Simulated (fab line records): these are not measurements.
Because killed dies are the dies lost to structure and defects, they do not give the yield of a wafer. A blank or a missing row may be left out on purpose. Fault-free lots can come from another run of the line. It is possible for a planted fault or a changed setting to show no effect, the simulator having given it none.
Matching of chambers -- flow sky130 -- SKY_POLY_GATE_ETCH_16 on rie_diel-01 has 3 sister chambers
The step etches Si3N4 in CH3F/O2, stops on poly-Si, time 147.5 s, target depth 75 nm. 14 wafers are shown with their chamber, then 5 later ones without.

== WAFERS WITH THEIR CHAMBER ==
wafer,chamber,drypump_motor_current_A (A),oes_product_au (a.u.),throttle_valve_pct (%)
L884.2,0,6.1,0.641,10.536
L884.5,3,5.3,0.643,10.537
L884.6,2,5.3,0.635,10.539
L885.4,3,5.3,0.644,10.549
L885.5,2,5.4,0.639,10.534
L885.6,3,5.3,0.640,10.539
L892.1,3,5.4,0.637,10.535
L892.5,0,6.0,0.639,10.538
L892.6,3,5.4,0.639,10.534
L896.1,0,6.0,0.646,10.533
L896.3,3,5.4,0.645,10.535
L896.6,0,6.0,0.643,10.530
L899.1,0,6.1,0.637,10.539
L899.5,0,6.1,0.631,10.532

SIGNATURES (means of the wafers above)
reading,chamber 0,chamber 2,chamber 3,scatter within a chamber
drypump_motor_current_A,6.050,5.350,5.350,0.0564
oes_product_au,0.63950,0.63700,0.64133,0.00419
throttle_valve_pct,10.53467,10.53650,10.53817,0.0046
Rule: a wafer's distance from a chamber is the root of the sum, over the readings, of the square of ((its reading less the chamber's mean) divided by the reading's scatter). If the next closest chamber is less than 2 further off than the closest, the wafer can't be placed; otherwise it belongs to the closest. How the scatter is found: for the shown wafers, subtract from each reading the mean of its chamber, square and add these, divide the total by (wafers less chambers), then take the root.

== WAFERS WITH NO CHAMBER GIVEN ==
wafer,drypump_motor_current_A (A),oes_product_au (a.u.),throttle_valve_pct (%)
L903.1,6.0,0.639,10.530
L903.4,5.3,0.638,10.535
L903.5,6.0,0.646,10.532
L904.3,6.0,0.641,10.523
L904.5,5.4,0.639,10.536

== CHAMBER TAKEN BY EACH ==
wafer,from the rows above,in truth
L903.1,0,0
L903.4,can't be placed: 2 or 3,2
L903.5,0,0
L904.3,0,0
L904.5,can't be placed: 2 or 3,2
3 of 5 placed correctly. Not placeable from these rows: 2 (in 2, the candidates include the true chamber). Wrongly placed: 0.
